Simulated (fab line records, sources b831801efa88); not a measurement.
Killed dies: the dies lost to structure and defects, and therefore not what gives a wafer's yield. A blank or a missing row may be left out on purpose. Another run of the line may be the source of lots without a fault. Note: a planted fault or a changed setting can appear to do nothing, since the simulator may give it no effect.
Comparing a struck lot with a sound one || flow sky130 || 17 out of 708 route steps
Sound: wafers L131.4, L131.5, L131.6. Struck: wafers L138.1, L138.4. (L138.2 of the same lot was not struck and is left out.) The cause comes at the end.
At each step with rows: each side's tool, then ch and its chambers, then its first start. Under that, the readings that differ: sound wafers || struck wafers || difference of the means || sigmas: that difference in standard deviations of wafers without a fault.
alike: same words and numbers on both sides, and readings whose means sit less than 2 such deviations apart. not compared: any withheld reading, any reading some wafer has no value for, any bound like >300 that may hide the same value, and any number with overlapping values for which the record gives no deviation.
A row with sigmas, a row that says differs or no value, or rows on one side alone: a step with any of these is where the two part. Numbers that don't overlap but have no deviation are shown without sigmas and don't part them. A reading missing from all wafers of one side parts the sides only when that side holds two or more wafers.

first, 2 steps without rows for these wafers: SKY_CONTACT_PEB_12; SKY_CONTACT_DEVELOP_13 (develop time 60 s).
SKY_CONTACT_CD_MEAS_14: the cd target is 170 nm.
  sound on cd-sem-01 at day 34 05:50; struck on cd-sem-02 at day 36 02:37
{"reading": "cd-nm (nm)", "sound": "169.3 170.1 169.5", "struck": "166.0 167.5", "difference": -2.9, "sigmas": -2}
SKY_CONTACT_OVL_MEAS_15:
  sound on overlay-01 at day 34 05:55; struck on overlay-02 at day 36 02:44
  alike: CONTACT_OVL
SKY_CONTACT_ETCH_16: etches BARC in N2/H2, stops on SiO2, time 45.9 s, target depth 60 nm.
  sound on rie-diel-01 ch 2,3, day 34 05:56; struck on rie-diel-03 ch 0,3, day 36 02:47
  alike: drypump-motor-current-A, oes-product-au, throttle-valve-pct
  not compared: rf-hours-counter-h
SKY_CONTACT_ETCH_17: etches SiO2 in C4F8/O2/Ar, stops on Si3N4, target depth 340 nm.
  sound on rie-diel-01 ch 2,3, day 34 05:58; struck on rie-diel-03 ch 0,3, day 36 02:49
  alike: oes-product-au
SKY_CONTACT_ETCH_18: etches Si3N4 in CHF3/O2, stops on TiN, time 39 s, target depth 75 nm.
  sound on rie-diel-01 ch 2,3; struck on rie-diel-03 ch 0,3
  alike: drypump-motor-current-A, oes-product-au, throttle-valve-pct
  not compared: rf-hours-counter-h
SKY_CONTACT_STRIP_19: strips in O2/N2.
  sound on plasma-asher-01 ch 0,1, day 34 06:06; struck on plasma-asher-04 ch 0,1, day 36 02:55
  alike: drypump-motor-current-A, oes-product-au, strip-time-to-endpoint-s
  not compared: rf-hours-counter-h
then, 4 steps without rows for these wafers: SKY_CONTACT_STRIP_20 (strips in post etch residue remover, time 1200 s); SKY_CONTACT_CLEAN_21 (cleans in IPA, time 180 s); SKY_CONTACT_CLEAN_22 (cleans in O3/DIW); SKY_CONTACT_SPUTTER_23 (material TiN, target thk 20 nm, time 80 s).
SKY_CONTACT_CVD_24: deposits W, target thk 340 nm, time 102.12 s.
  sound on cvd-w-02 ch 0,1, day 34 06:47; struck on cvd-w-02 ch 1, day 36 03:55
{"reading": "model.W_of_CONTACT_CVD_24.thk-nm (nm)", "sound": "353.5 357.5 336.8", "struck": "290.5 292.9", "difference": -57.6, "sigmas": ""}
  alike: heater-power-w
SKY_CONTACT_RS_MEAS_25: uses a four-point probe to measure.
  sound on film-metro-02 at day 34 06:55; struck on film-metro-02 at day 36 04:01
{"reading": "CONTACT_W_RS (ohm/sq)", "sound": "0.325 0.321 0.341", "struck": "0.395 0.393", "difference": "+0.065", "sigmas": "+8"}
SKY_CONTACT_THK_MEAS_26: measures by xrf.
  sound on film-metro-02 at day 34 07:01; struck on film-metro-02 at day 36 04:08
{"reading": "CONTACT_W_THK (nm)", "sound": "342 346 325", "struck": "281 282", "difference": -56, "sigmas": -7}
SKY_CONTACT_CMP_27: polishes, stops on SiO2, t overpolish 15 s, target thk 0 nm.
  sound on cmp-01 ch 0,3, day 34 07:02; struck on cmp-01 ch 2,3, day 36 04:12
  alike: head-pressure-psi, motor-current-A
-- the record jumps here: 13 days lie between the struck wafers' starts before and after (it left off in module CONTACT and takes up again in module PAD_OPEN, whose first step shown is number 708 of the route) --
SKY_PAD_OPEN_PROBE_99:
  sound on prober-02 at day 47 19:03; struck on prober-01 at day 49 05:37
  alike: killed_at_M0_to_M3, killed_at_M4_up, killed-at-contacts, killed-at-front-end, killed-at-other, killed-dies, killed-open, killed-short

WHERE THEY PART
First at SKY_CONTACT_CD_MEAS_14; last, within this record, at SKY_CONTACT_THK_MEAS_26. Later steps at which nothing parts them and some readings are alike: SKY_CONTACT_CMP_27, SKY_PAD_OPEN_PROBE_99.

WHY: what had been put in by the simulator
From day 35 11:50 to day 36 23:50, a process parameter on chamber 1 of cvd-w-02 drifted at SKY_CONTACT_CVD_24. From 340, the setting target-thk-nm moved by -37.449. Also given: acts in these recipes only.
